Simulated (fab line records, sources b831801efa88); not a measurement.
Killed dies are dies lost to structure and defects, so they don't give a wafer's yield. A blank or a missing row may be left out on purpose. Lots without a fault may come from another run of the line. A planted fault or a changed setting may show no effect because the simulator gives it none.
A struck lot beside a sound one | flow sfq_line | 15 steps out of a route of 325
Sound: wafers L984.1, L984.2, L984.5. Struck: wafers L992.3, L992.4, L992.6. The cause comes at the end.
At each step with rows: each side's tool, then ch and its chambers, then its first start. Under that, the readings that differ: sound wafers | struck wafers | difference of the means | sigmas: that difference in standard deviations of wafers without a fault.
alike: readings whose means differ by less than 2 such deviations, and words and numbers that are the same on both sides. not compared: withheld readings, readings that some wafer has no value for, bounds like >300 that may hide the same value, and numbers for which the record gives no deviation and whose values overlap.
The two part at a step that has a row with sigmas, a row that says differs or no value, or rows on one side only. Numbers that don't overlap but have no deviation are shown without sigmas and don't part them. A reading that every wafer of one side lacks parts them only if that side has two wafers or more.

first, 1 step without rows for these wafers: SFQ_TRILAYER_M3_STRIP_SOLV_CLEAN_080 (cleans in NMP, time 600 s).
SFQ_TRILAYER_I3_DEP_PECVD_081: deposits SiO2 from SiH4/N2O, time 111.11 s, target thk 500 nm.
  sound on pecvd-04 ch 0,2, day 37 08:58; struck on pecvd-02 ch 0,1,2, day 40 14:35
  alike: heater_power_w, throttle_valve_pct
SFQ_TRILAYER_I3_CMP_CMP_082: polishes SiO2.
  sound on cmp-02 ch 1,2,3, day 37 18:19; struck on cmp-01 ch 1,3, day 40 21:50
  alike: head_pressure_psi, motor_current_A, time_to_endpoint_s
SFQ_I3_BOW_MEAS_922:
  sound on film_metro-04, day 37 20:49; struck on film_metro-04, day 41 00:52
  alike: I3_BOW
SFQ_TRILAYER_I3_METRO_MEASURE_083:
  sound on film_metro-04, day 37 20:56; struck on film_metro-04, day 41 01:21
  alike: thk_nm
then, 6 steps without rows for these wafers: SFQ_TRILAYER_I3_VIA_LITHO_COAT_090 (resist thk 62 nm); SFQ_TRILAYER_I3_VIA_LITHO_COAT_085 (resist thk 650 nm); SFQ_TRILAYER_I3_VIA_LITHO_SOFTBAKE_089; SFQ_TRILAYER_I3_VIA_LITHO_EXPOSE_086 (exposes mask I3, target cd 500 nm); SFQ_TRILAYER_I3_VIA_LITHO_PEB_088 (peb time 60 s); SFQ_TRILAYER_I3_VIA_LITHO_DEVELOP_087 (time 60 s).
-- the record jumps here: 6 days lie between the struck wafers' starts before and after --
SFQ_I3_OVL_MEAS_923:
  sound on overlay-01, day 43 14:16; struck on overlay-01, day 46 14:02
  alike: I3_OVL
SFQ_TRILAYER_I3_VIA_BARC_OPEN_VIA_ETCH_121: etches BARC in O2, target depth 125 nm, time 41.7 s.
  sound on rie_diel-02 ch 0,1,2, day 43 14:19; struck on rie_diel-03 ch 0,1, day 46 14:04
  reading                                                 | sound             | struck            | difference | sigmas
  oes_product_au (a.u.)                                   | 0.681 0.684 0.691 | 0.821 0.823 0.814 | +0.134     | +26
  run_length_s (s)                                        | 70.7 69.4 70.7    | 60.7 60.6 60.6    | -9.6       | -18
  time_s (s)                                              | 41.7 41.7 41.7    | 29.19 29.19 29.19 | -12.51     |
  model.KrF_of_TRILAYER_I3_VIA_LITHO_COAT_085.thk_nm (nm) | 571.8 570.3 572.3 | 586.8 586.9 585.7 | +15.0      |
  alike: drypump_motor_current_A
  not compared: rf_hours_counter_h
SFQ_TRILAYER_I3_VIA_ETCH_VIA_ETCH_088: etches SiO2 in CHF3, stops on Nb, target depth 260 nm.
  sound on rie_diel-02 ch 0,1,2, day 43 14:21; struck on rie_diel-03 ch 0,1, day 46 14:06
  reading                                                 | sound             | struck            | difference | sigmas
  model.KrF_of_TRILAYER_I3_VIA_LITHO_COAT_085.thk_nm (nm) | 527.1 525.3 527.5 | 542.5 542.4 541.1 | +15.4      |
  alike: drypump_motor_current_A, oes_product_au
SFQ_TRILAYER_I3_VIA_STRIP_STRIP_089: strips in O2.
  sound on rie_metal-02 ch 0,1, day 43 14:28; struck on rie_metal-04 ch 0,1, day 46 14:25
  reading                     | sound       | struck      | difference | sigmas
  drypump_motor_current_A (A) | 6.4 6.3 6.3 | 5.9 5.2 5.3 | -0.9       | -2
  alike: oes_product_au
  not compared: rf_hours_counter_h

WHERE THEY PART
First at SFQ_TRILAYER_I3_VIA_BARC_OPEN_VIA_ETCH_121; last, within this record, at SFQ_TRILAYER_I3_VIA_STRIP_STRIP_089.

WHY: what the simulator had put in
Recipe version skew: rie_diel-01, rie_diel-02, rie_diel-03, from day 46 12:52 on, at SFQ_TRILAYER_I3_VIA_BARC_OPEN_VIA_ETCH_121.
